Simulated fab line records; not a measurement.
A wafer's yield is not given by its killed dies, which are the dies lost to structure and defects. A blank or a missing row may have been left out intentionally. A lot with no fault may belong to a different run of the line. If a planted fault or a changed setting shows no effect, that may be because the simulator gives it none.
fab line records + flow gf180mcu
record
- lots=6
- wafers=18
- last-day=33
route steps=602 shown SALICIDE@286 CONTACT@287
lots untouched by any fault: they come from a run of this same line in which no faults occurred
start-h: the number of hours between the record's first day and the start of the first shown wafer of the lot + wait-h: hours since the lot's step before + " same as the row above + L1.1+2: several wafers, shown together as one row + - either no value or no given start + * or withheld: withheld + < > ~ a bound
route shown NAME@n: names a module that has steps shown in the file, with the first one's number in the route + usual: the fault-free wafers' mean and standard deviation + same: alike in all rows + chamber/n: place in a boat + sites: each site's reading + _std_site: the values' standard deviation + _edge_site: inner sites' mean taken away from outer sites' mean + radius-mm: for every site, how far away it sits from the centre of the wafer + mask NAME#n: copy n + behind: the tool/chamber that last shaped the wafer + hold: the reason the lot was held/the length of the hold in hours/how it ended + device: whichever transistor did not switch (one of n, p or np) + end of line: tests run on the same wafers once the route is complete + a step given without rows: its recipe and nothing more + killed: count of dies lost to structure and defects at first sort (not the wafer's yield) + map: a wafer's dies, x killed, . not, _ none there
set.NAME: the setting that was run; set.NAME@STEP: the one run at that earlier step + model.NAME: the simulator's own value behind a step, which no gauge read
lots at selected steps of the route; one table per step, one row per wafer
services: the hour from which a tool's chamber was out of use, counted from the record's first day as start-h (under 0 if before that day), plus the number of hours and why
## steps
# step GF_SALICIDE_RTA_08
# recipe
- temp-c=800
- time-s=30
- ambient=N2
# usual
- anneal-temp-c-max=804.3/1.1
- chamber-o2-ppm=1.998/0.02
- lamp-power-pct=15.9/0.84
- wafer_temp_C_max=802.6/0.59
| lot.wafer | tool          | chamber | start-h | wait-h | anneal-temp-c-max | chamber-o2-ppm | lamp-power-pct | wafer_temp_C_max |
|-----------|---------------|---------|---------|--------|-------------------|----------------|----------------|------------------|
| L877.2    | rtp-anneal-01 | 0       | 400.63  | 0.0    | 804.4             | 2.029          | 15.3           | 802.4            |
| L877.3    | "             | 0       | "       | "      | 804.1             | 1.983          | 15.3           | 802.4            |
| L877.4    | "             | 0       | "       | "      | 802.8             | 1.974          | 15.3           | 803.4            |
| L879.1    | rtp-anneal-02 | 0       | 415.47  | 0.0    | 805.2             | 1.992          | 17.0           | 801.7            |
| L879.3    | "             | 0       | "       | "      | 805.2             | 1.995          | 17.0           | 802.7            |
| L879.5    | "             | 0       | "       | "      | 805.4             | 1.986          | 17.0           | 802.4            |
| L880.1    | rtp-anneal-01 | 0       | 428.62  | 0.0    | 803.0             | 1.961          | 15.3           | 803.8            |
| L880.2    | "             | 0       | "       | "      | 803.8             | 1.985          | 15.3           | 802.9            |
| L880.5    | "             | 0       | "       | "      | 803.9             | 1.998          | 15.3           | 803.1            |
| L887.1    | rtp-anneal-01 | 0       | 490.81  | 0.0    | 804.1             | 2.011          | 15.3           | 803.0            |
| L887.3    | "             | 0       | "       | "      | 803.5             | 1.994          | 15.3           | 802.6            |
| L887.6    | "             | 0       | "       | "      | 804.0             | 2.022          | 15.3           | 803.9            |
| L888.2    | rtp-anneal-01 | 0       | 499.00  | 0.0    | 804.2             | 1.983          | 15.3           | 803.0            |
| L888.3    | "             | 0       | "       | "      | 804.2             | 2.022          | 15.3           | 802.5            |
| L888.4    | "             | 0       | "       | "      | 803.3             | 1.971          | 15.3           | 802.4            |
| L890.1    | rtp-anneal-01 | 0       | 513.66  | 0.0    | 803.9             | 1.979          | 15.3           | 803.0            |
| L890.2    | "             | 0       | "       | "      | 805.1             | 2.005          | 15.3           | 802.0            |
| L890.6    | "             | 0       | "       | "      | 804.2             | 1.980          | 15.3           | 802.8            |
# step GF_CONTACT_CVD_00
# recipe
- material=SiO2
- target-thk-nm=300
- sigma-open-frac=0.3
- temp-c=400
- time-s=50
- sih4-flow-sccm=60
- pressure-mtorr=6
# step GF_CONTACT_THK_MEAS_01
# recipe
- reads=SiO2_of_CONTACT_CVD_00
# usual
- CONTACT_CVD_00_THK=298.3/2.9
| lot.wafer | tool          | chamber | start-h | wait-h | CONTACT_CVD_00_THK[nm] |
|-----------|---------------|---------|---------|--------|------------------------|
| L877.2    | film-metro-03 | -       | 400.85  | 0.0    | 297.7                  |
| L877.3    | "             | -       | "       | "      | 297.3                  |
| L877.4    | "             | -       | "       | "      | 295.5                  |
| L879.1    | film-metro-04 | -       | 415.62  | 0.0    | 298.3                  |
| L879.3    | "             | -       | "       | "      | 301.7                  |
| L879.5    | "             | -       | "       | "      | 297.9                  |
| L880.1    | film-metro-03 | -       | 428.77  | 0.0    | 296.1                  |
| L880.2    | "             | -       | "       | "      | 299.3                  |
| L880.5    | "             | -       | "       | "      | 294.5                  |
| L887.1    | film-metro-01 | -       | 490.95  | 0.0    | 305.6                  |
| L887.3    | "             | -       | "       | "      | 299.2                  |
| L887.6    | "             | -       | "       | "      | 297.0                  |
| L888.2    | film-metro-01 | -       | 499.14  | 0.0    | 294.8                  |
| L888.3    | "             | -       | "       | "      | 292.5                  |
| L888.4    | "             | -       | "       | "      | 297.2                  |
| L890.1    | film-metro-04 | -       | 513.80  | 0.0    | 298.0                  |
| L890.2    | "             | -       | "       | "      | 302.7                  |
| L890.6    | "             | -       | "       | "      | 299.2                  |
# step GF_CONTACT_CVD_02
# recipe
- material=SiO2
- target-thk-nm=860
- precursor=TEOS
- temp-c=400
- time-s=95.992
- rf-w=600
# usual
- heater-power-outer-w=371/80
- heater-power-w=653/120
- susceptor-temp-C=400.03/0.22
| lot.wafer | tool     | chamber | start-h | wait-h | heater-power-outer-w | heater-power-w | susceptor-temp-C |
|-----------|----------|---------|---------|--------|----------------------|----------------|------------------|
| L877.2    | pecvd-03 | 1       | 400.90  | 0.0    | 318                  | 548            | 400.22           |
| L877.3    | "        | 2       | "       | "      | 574                  | 958            | 399.82           |
| L877.4    | "        | 1       | "       | "      | 359                  | 589            | 400.30           |
| L879.1    | pecvd-02 | 0       | 415.68  | 0.1    | 416                  | 790            | 399.70           |
| L879.3    | "        | 2       | "       | "      | 397                  | 666            | 400.05           |
| L879.5    | "        | 1       | "       | "      | 346                  | 625            | 400.21           |
| L880.1    | pecvd-03 | 1       | 428.83  | 0.1    | 357                  | 616            | 399.77           |
| L880.2    | "        | 2       | "       | "      | 514                  | 848            | 400.27           |
| L880.5    | "        | 2       | "       | "      | 564                  | 923            | 400.04           |
| L887.1    | pecvd-03 | 0       | 491.01  | 0.1    | 317                  | 588            | 400.14           |
| L887.3    | "        | 1       | "       | "      | 317                  | 531            | 400.19           |
| L887.6    | "        | 1       | "       | "      | 346                  | 561            | 399.66           |
| L888.2    | pecvd-02 | 0       | 499.19  | 0.0    | 443                  | 794            | 399.97           |
| L888.3    | "        | 2       | "       | "      | 418                  | 712            | 400.15           |
| L888.4    | "        | 2       | "       | "      | 307                  | 553            | 400.18           |
| L890.1    | pecvd-03 | 0       | 513.86  | 0.1    | 313                  | 557            | 400.10           |
| L890.2    | "        | 2       | "       | "      | 510                  | 871            | 400.16           |
| L890.6    | "        | 1       | "       | "      | 274                  | 485            | 399.98           |
# step GF_CONTACT_THK_MEAS_03
# recipe
- reads=SiO2_of_CONTACT_CVD_02
# usual
- CONTACT_CVD_02_THK=862/10
| lot.wafer | tool          | chamber | start-h | wait-h | CONTACT_CVD_02_THK[nm] |
|-----------|---------------|---------|---------|--------|------------------------|
| L877.2    | film-metro-04 | -       | 400.98  | 0.0    | 866                    |
| L877.3    | "             | -       | "       | "      | 869                    |
| L877.4    | "             | -       | "       | "      | 866                    |
| L879.1    | film-metro-03 | -       | 415.75  | 0.0    | 858                    |
| L879.3    | "             | -       | "       | "      | 856                    |
| L879.5    | "             | -       | "       | "      | 875                    |
| L880.1    | film-metro-04 | -       | 428.90  | 0.0    | 857                    |
| L880.2    | "             | -       | "       | "      | 855                    |
| L880.5    | "             | -       | "       | "      | 874                    |
| L887.1    | film-metro-03 | -       | 491.08  | 0.0    | 862                    |
| L887.3    | "             | -       | "       | "      | 855                    |
| L887.6    | "             | -       | "       | "      | 862                    |
| L888.2    | film-metro-03 | -       | 499.27  | 0.0    | 855                    |
| L888.3    | "             | -       | "       | "      | 847                    |
| L888.4    | "             | -       | "       | "      | 860                    |
| L890.1    | film-metro-03 | -       | 513.93  | 0.0    | 859                    |
| L890.2    | "             | -       | "       | "      | 849                    |
| L890.6    | "             | -       | "       | "      | 874                    |
# step GF_CONTACT_CMP_04
# recipe
- material=SiO2
- down-force-psi=4
- platen-rpm=60
- pad-velocity-m-s=0.94248
# usual
- motor-current-A=12.0/0.76
- time-to-endpoint-s=113/5.3
| lot.wafer | tool   | chamber | start-h | wait-h | motor-current-A | time-to-endpoint-s |
|-----------|--------|---------|---------|--------|-----------------|--------------------|
| L877.2    | cmp-01 | 1       | 401.03  | 0.0    | 12.9            | 119                |
| L877.4    | "      | 3       | "       | "      | 11.2            | 116                |
| L877.3    | "      | 0       | "       | "      | 11.8            | 112                |
| L879.3    | cmp-01 | 2       | 415.86  | 0.1    | 11.3            | 108                |
| L879.1    | "      | 0       | "       | "      | 11.5            | 108                |
| L879.5    | "      | 1       | "       | "      | 13.5            | 117                |
| L880.2    | cmp-02 | 3       | 428.96  | 0.0    | 12.3            | 110                |
| L880.1    | "      | 1       | "       | "      | 13.3            | 109                |
| L880.5    | "      | 0       | "       | "      | 13.6            | 113                |
| L887.3    | cmp-02 | 2       | 491.19  | 0.1    | 11.6            | 114                |
| L887.1    | "      | 3       | "       | "      | 11.3            | 119                |
| L887.6    | "      | 2       | "       | "      | 11.6            | 117                |
| L888.2    | cmp-01 | 0       | 499.37  | 0.1    | 11.3            | 103                |
| L888.3    | "      | 1       | "       | "      | 13.7            | 105                |
| L888.4    | "      | 2       | "       | "      | 11.1            | 107                |
| L890.1    | cmp-01 | 3       | 513.99  | 0.1    | 12.0            | 112                |
| L890.2    | "      | 0       | "       | "      | 10.9            | 108                |
| L890.6    | "      | 0       | "       | "      | 11.4            | 114                |
# step GF_CONTACT_BOW_MEAS_05
# recipe
- mode=bow
# usual
- CONTACT_BOW=63/7.3
| lot.wafer | tool          | chamber | start-h | wait-h | CONTACT_BOW[um] |
|-----------|---------------|---------|---------|--------|-----------------|
| L877.2    | film-metro-01 | -       | 401.40  | 0.3    | 62              |
| L877.3    | "             | -       | "       | "      | 64              |
| L877.4    | "             | -       | "       | "      | 56              |
| L879.1    | film-metro-03 | -       | 416.11  | 0.1    | 70              |
| L879.3    | "             | -       | "       | "      | 57              |
| L879.5    | "             | -       | "       | "      | 76              |
| L880.1    | film-metro-03 | -       | 429.26  | 0.1    | 58              |
| L880.2    | "             | -       | "       | "      | 62              |
| L880.5    | "             | -       | "       | "      | 60              |
| L887.1    | film-metro-01 | -       | 491.44  | 0.1    | 58              |
| L887.3    | "             | -       | "       | "      | 61              |
| L887.6    | "             | -       | "       | "      | 48              |
| L888.2    | film-metro-04 | -       | 499.64  | 0.2    | 57              |
| L888.3    | "             | -       | "       | "      | 60              |
| L888.4    | "             | -       | "       | "      | 66              |
| L890.1    | film-metro-04 | -       | 514.29  | 0.2    | 55              |
| L890.2    | "             | -       | "       | "      | 67              |
| L890.6    | "             | -       | "       | "      | 65              |
# step GF_CONTACT_DEHYDRATE_06
# recipe
- temp-c=200
- time-s=60
# step GF_CONTACT_HMDS_07
# recipe
- prime-time-s=60
- prime-temp-c=120
# step GF_CONTACT_COAT_08
# recipe
- resist=BARC
- temp-c=withheld
- time-s=withheld
- spin-rpm=withheld
- resist-thk-nm=withheld
# step GF_CONTACT_COAT_09
# recipe
- resist=KrF
- spin-rpm=withheld
- resist-thk-nm=1000
# step GF_CONTACT_SOFTBAKE_10
# recipe
- temp-c=130
- time-s=60
- resist=KrF
# step GF_CONTACT_EXPOSE_11
# recipe
- mask-id=Contact
- target-cd-nm=220
- na=0.68
- source-shape=conventional
- sigma-outer=0.6
- dose-mj=38
# usual
- exposure-dose-mJ-cm2=37.97/0.038
- focus-offset-nm=0.1/0.57
| lot.wafer | tool           | chamber | start-h | wait-h | mask      | exposure-dose-mJ-cm2 | focus-offset-nm |
|-----------|----------------|---------|---------|--------|-----------|----------------------|-----------------|
| L877.2    | krf-scanner-01 | 0       | 413.13  | -      | Contact#0 | 37.90                | 1.3             |
| L877.3    | "              | 0       | "       | "      | Contact#0 | 37.98                | -0.4            |
| L877.4    | "              | 0       | "       | "      | Contact#0 | 37.99                | 0.7             |
| L879.1    | krf-scanner-01 | -       | 428.18  | -      | Contact#0 | -                    | -               |
| L879.3    | "              | -       | "       | "      | Contact#0 | -                    | -               |
| L879.5    | "              | -       | "       | "      | Contact#0 | -                    | -               |
| L880.1    | krf-scanner-01 | -       | 441.73  | -      | Contact#0 | -                    | -               |
| L880.2    | "              | -       | "       | "      | Contact#0 | -                    | -               |
| L880.5    | "              | -       | "       | "      | Contact#0 | -                    | -               |
| L887.1    | krf-scanner-01 | 0       | 503.58  | -      | Contact#0 | 38.00                | -0.8            |
| L887.3    | "              | 0       | "       | "      | Contact#0 | 38.00                | 0.1             |
| L887.6    | "              | 0       | "       | "      | Contact#0 | 37.98                | -0.9            |
| L888.2    | krf-scanner-01 | 0       | 511.69  | -      | Contact#0 | 37.93                | -0.1            |
| L888.3    | "              | 0       | "       | "      | Contact#0 | 37.96                | 0.7             |
| L888.4    | "              | 0       | "       | "      | Contact#0 | 37.95                | -0.1            |
| L890.1    | krf-scanner-01 | 0       | 526.38  | -      | Contact#0 | 38.00                | 0.0             |
| L890.2    | "              | 0       | "       | "      | Contact#0 | 37.91                | -0.4            |
| L890.6    | "              | 0       | "       | "      | Contact#0 | 37.99                | -0.6            |
# step GF_CONTACT_PEB_12
# recipe
- peb-temp-c=135
- peb-time-s=90
- resist=KrF
## services
| tool           | chamber | start-h | hours | kind                           |
|----------------|---------|---------|-------|--------------------------------|
| pecvd-03       | 0       | 382.88  | -     | clean                          |
| pecvd-03       | 1       | 382.88  | -     | clean                          |
| pecvd-03       | 2       | 382.88  | -     | clean                          |
| krf-scanner-01 | -       | 388.69  | 1.8   | repair                         |
| cmp-01         | -       | 388.86  | 1.2   | repair                         |
| cmp-01         | -       | 404.44  | 4.0   | pm                             |
| cmp-02         | -       | 404.82  | 1.9   | repair                         |
| krf-scanner-01 | 0       | 406.06  | -     | calibration                    |
| cmp-01         | -       | 408.44  | -     | consumable-replace:conditioner |
| cmp-01         | -       | 408.44  | -     | consumable-replace:pad         |
| cmp-02         | -       | 442.73  | 5.3   | repair                         |
| pecvd-03       | -       | 445.31  | 1.0   | repair                         |
| cmp-02         | -       | 446.33  | 1.1   | repair                         |
| krf-scanner-01 | -       | 462.71  | 11.4  | repair                         |
| pecvd-03       | -       | 463.51  | 1.1   | repair                         |
| pecvd-02       | -       | 466.30  | 0.9   | repair                         |
| krf-scanner-01 | -       | 466.70  | 4.5   | repair                         |
| krf-scanner-01 | -       | 476.06  | 0.8   | pm                             |
| krf-scanner-01 | -       | 488.17  | 1.3   | pm                             |
| cmp-02         | -       | 489.92  | 1.1   | repair                         |
| krf-scanner-01 | -       | 498.94  | 1.0   | pm                             |
| cmp-01         | -       | 502.23  | 0.8   | repair                         |
| cmp-02         | -       | 517.84  | 1.6   | repair                         |
| krf-scanner-01 | -       | 525.73  | 0.4   | repair                         |
## key
first-sign
- step=GF_CONTACT_EXPOSE_11
- reading=tool-record
- direction=missing
effect none on later readings
met-at GF_CONTACT_EXPOSE_11
struck-wafers L879.1,L879.3,L879.5,L880.1,L880.2,L880.5
later-rows-left-out L879.1,L879.3,L879.5,L880.1,L880.2,L880.5
sort-left-out L879.1,L879.3,L879.5,L880.1,L880.2,L880.5
tester-left-out L879,L880
onset-between 413.13 428.18
fault
- kind=skipped-step-whole
- tool=krf-scanner-01
- chamber=-
- onset-h=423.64
- steps=GF_CONTACT_EXPOSE_11
- scope=struck-lots-only
# tester-left-out: of these lots the tester's yield and bins aren't shown, on N5 and GAA mostly nor the transistor test; their killed dies are dies lost to structure and defects alone, not to doping, threshold or leakage, so they don't give the yield
# sort-left-out: the simulated sort isn't trusted on such a fault, so these wafers' sort isn't shown, and their yield isn't known
# later-rows-left-out: the simulator's readings of these wafers behind a module that went badly wrong aren't trusted and aren't shown, but for the sort
